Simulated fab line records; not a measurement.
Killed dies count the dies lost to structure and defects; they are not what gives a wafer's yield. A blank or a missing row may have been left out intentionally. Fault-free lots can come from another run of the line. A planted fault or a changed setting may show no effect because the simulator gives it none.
A lot that was struck, set against a sound lot	flow sky130	14 steps out of a route of 708
Sound: these wafers, L302.3, L302.5, L302.6. Struck: wafers L299.2, L299.3, L299.6. The cause is given at the end.
For every step that has rows: the tool of each side, followed by ch and its chambers, followed by its first start. Under that, the readings that differ: sound wafers	struck wafers	difference of the means	sigmas: that difference in standard deviations of wafers without a fault.
alike: a reading whose means differ by less than 2 such deviations, as well as words and numbers matching on both sides. not compared: withheld readings; readings where some wafer has no value; bounds like >300 that might hide an equal value; numbers whose values overlap and for which the record gives no deviation.
A row with sigmas, a row that says differs or no value, or rows on one side alone: a step with any of these is where the two part. Numbers that don't overlap but have no deviation are shown without sigmas and don't part them. A reading that every wafer of one side lacks parts them only if that side has two wafers or more.

SKY_SONOS_ONO_OVL_MEAS_14:
  struck on overlay-01, day 14 06:04; sound on overlay-02, day 15 04:03
  alike: SONOS_ONO_OVL
SKY_SONOS_ONO_ETCH_15: etches the open film in CHF3/O2, target depth 19.52 nm, time 7.8 s.
  sound on rie diel-04 ch 0,1, day 15 04:04; struck on rie diel-01 ch 2,3, day 14 06:06
  alike: bias w, drypump motor current A, oes product au, throttle valve pct
  not compared: rf hours counter h
then, 1 step without rows for these wafers: SKY_SONOS_ONO_WET_ETCH_16 (etches SiO2 in dHF, target depth 14 nm, time 276 s).
SKY_SONOS_ONO_STRIP_17: strips in O2/N2.
  sound on plasma asher-01 ch 0,1, day 15 04:18; struck on plasma asher-01 ch 0,1, day 14 06:13
  alike: drypump motor current A, o2 flow sccm, oes product au, strip time to endpoint s
  not compared: rf hours counter h
then, 3 steps without rows for these wafers: SKY_SONOS_ONO_WET_ETCH_18 (etches Si3N4 in H3PO4, target depth 15 nm, time 172 s); SKY_GATE_OXIDE_CLEAN_00 (cleans in SC1/SC2, time 150 s); SKY_GATE_OXIDE_OXIDATION_01 (stabilise 600 s, purge 300 s, target thk 10.268 nm).
SKY_GATE_OXIDE_THK_MEAS_02:
  struck on film metro-01, day 14 07:50; sound on film metro-02, day 15 07:54
  alike: GATE_OXIDE_OXIDATION_00_THK
then, 4 steps without rows for these wafers: SKY_GATE_OXIDE_DEHYDRATE_03 (time 60 s); SKY_GATE_OXIDE_HMDS_04 (prime time 60 s); SKY_GATE_OXIDE_COAT_05 (resist thk 1140 nm); SKY_GATE_OXIDE_SOFTBAKE_06 (time 60 s).
SKY_GATE_OXIDE_EXPOSE_07: exposes mask LVOM, target cd 600 nm.
  struck on iline stepper-02, day 14 21:12; sound on iline stepper-02 ch 0, day 15 21:41
  no value came back on the struck wafers for exposure dose mJ cm2, focus offset nm (nm), stage vel mm s (mm/s); on the sound wafers exposure dose mJ cm2 reads 170.30 170.09 170.03
  alike: mask
then, 1 step without rows for these wafers: SKY_GATE_OXIDE_PEB_08.

## WHERE THEY PART
Within this record, at SKY_GATE_OXIDE_EXPOSE_07 only.

WHY: the cause the simulator had injected
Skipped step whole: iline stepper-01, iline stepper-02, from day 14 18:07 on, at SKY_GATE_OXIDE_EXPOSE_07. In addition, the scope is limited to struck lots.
